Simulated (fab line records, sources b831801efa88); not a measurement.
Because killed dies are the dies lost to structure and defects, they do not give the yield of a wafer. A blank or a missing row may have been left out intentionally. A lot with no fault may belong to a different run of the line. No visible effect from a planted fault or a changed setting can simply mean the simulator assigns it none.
Which tool did it? -- flow sky130 -- 12 lots with 36 wafers sampled at 3 steps, on a route of 708 steps

WHAT EACH GAUGE READ, for each wafer
SKY_FIELD_ISO_BOW_MEAS_00. Usual: INCOMING_BOW gives 0 um (standard deviation 6.4).
lot,measured,on,INCOMING_BOW (um),flag
L956,day 1 20:01,film-metro-01,-9 4 5,
L958,day 2 06:00,film-metro-03,0 5 4,
L960,day 2 16:00,film-metro-03,-2 -6 3,
L961,day 2 21:00,film-metro-03,-11 2 7,
L962,day 3 02:01,film-metro-02,-3 -1 1,
L963,day 3 07:00,film-metro-01,-5 11 5,
L964,day 3 12:00,film-metro-03,0 -5 1,
L966,day 3 22:00,film-metro-02,-6 5 2,
L972,day 5 04:00,film-metro-01,14 4 0,
L974,day 5 14:00,film-metro-01,-1 -1 -9,
L976,day 6 00:00,film-metro-01,-7 13 4,
L977,day 6 05:02,film-metro-03,4 9 -6,

SKY_FIELD_ISO_THK_MEAS_04. Usual: FIELD_ISO_CVD_03_THK gives 164.6 nm (standard deviation 1.3).
lot,measured,on,FIELD_ISO_CVD_03_THK (nm),flag
L956,day 2 00:49,film-metro-01,164.6 164.2 163.8,
L958,day 2 10:19,film-metro-01,164.6 165.6 164.0,
L960,day 2 20:24,film-metro-03,164.1 164.8 164.6,
L961,day 3 00:29,film-metro-01,165.6 166.1 165.5,
L962,day 3 07:38,film-metro-01,163.6 163.9 163.6,
L963,day 3 13:01,film-metro-02,161.5 164.1 163.4,
L964,day 3 16:10,film-metro-01,164.6 166.9 166.2,
L966,day 4 04:39,film-metro-01,164.2 163.8 164.0,
L972,day 5 10:28,film-metro-03,163.6 164.4 163.8,
L974,day 5 18:18,film-metro-03,165.3 165.7 165.1,
L976,day 6 03:36,film-metro-02,162.8 165.0 165.5,
L977,day 6 09:00,film-metro-01,165.7 165.0 165.0,

SKY_POLY_GATE_THK_MEAS_01. Usual: POLY_GATE_CVD_00_THK gives 181.0 nm (standard deviation 1.5).
lot,measured,on,POLY_GATE_CVD_00_THK (nm),flag
L956,day 14 16:16,film-metro-04,180.4 179.9 181.1,
L958,day 15 04:58,film-metro-04,181.5 180.8 181.4,
L960,day 16 05:08,film-metro-03,181.1 180.4 179.4,
L961,day 16 13:47,film-metro-01,182.9 182.2 181.1,
L962,day 17 03:44,film-metro-01,180.7 182.6 182.0,
L963,day 17 08:10,film-metro-01,182.9 182.4 182.2,
L964,day 17 13:40,film-metro-01,179.2 181.6 180.3,
L966,day 18 09:16,film-metro-04,179.9 178.1 180.1,
L972,day 20 14:51,film-metro-03,180.4 181.2 181.1,
L974,day 21 02:22,film-metro-04,181.3 180.5 180.8,
L976,day 22 13:28,film-metro-01,179.7 180.2 181.4,
L977,day 22 14:44,film-metro-04,184.0 184.0 183.5,

WHICH TOOL RAN EACH LOT (tool, then ch and the chambers of the sampled wafers, then the start)
Before these readings, the record contains no process step.

WHAT THE TOOLS THEMSELVES READ (means of the sampled wafers that have a number; where no wafer has one, the mark that the record gives instead)
The record holds no such reading with a usual standard deviation.

THE ANSWER, worked out from the rows above alone
Rule: a lot counts as off when the mean over its wafers that have a number is more than 3 standard deviations away from the usual mean. Also off: a lot with no number at a reading for which 4 or more lots have one. All remaining lots with rows at the step are treated as sound. After the gauges, taken in route order, come the tools' own readings; for these a lot's mean is taken, as printed above. The first step at which some lot is off is used, and at that step the reading that is off furthest; a lot without a number counts as furthest.
No lot is off at any reading shown: from this, nothing can be told.

WHAT THE SIMULATOR PUT IN
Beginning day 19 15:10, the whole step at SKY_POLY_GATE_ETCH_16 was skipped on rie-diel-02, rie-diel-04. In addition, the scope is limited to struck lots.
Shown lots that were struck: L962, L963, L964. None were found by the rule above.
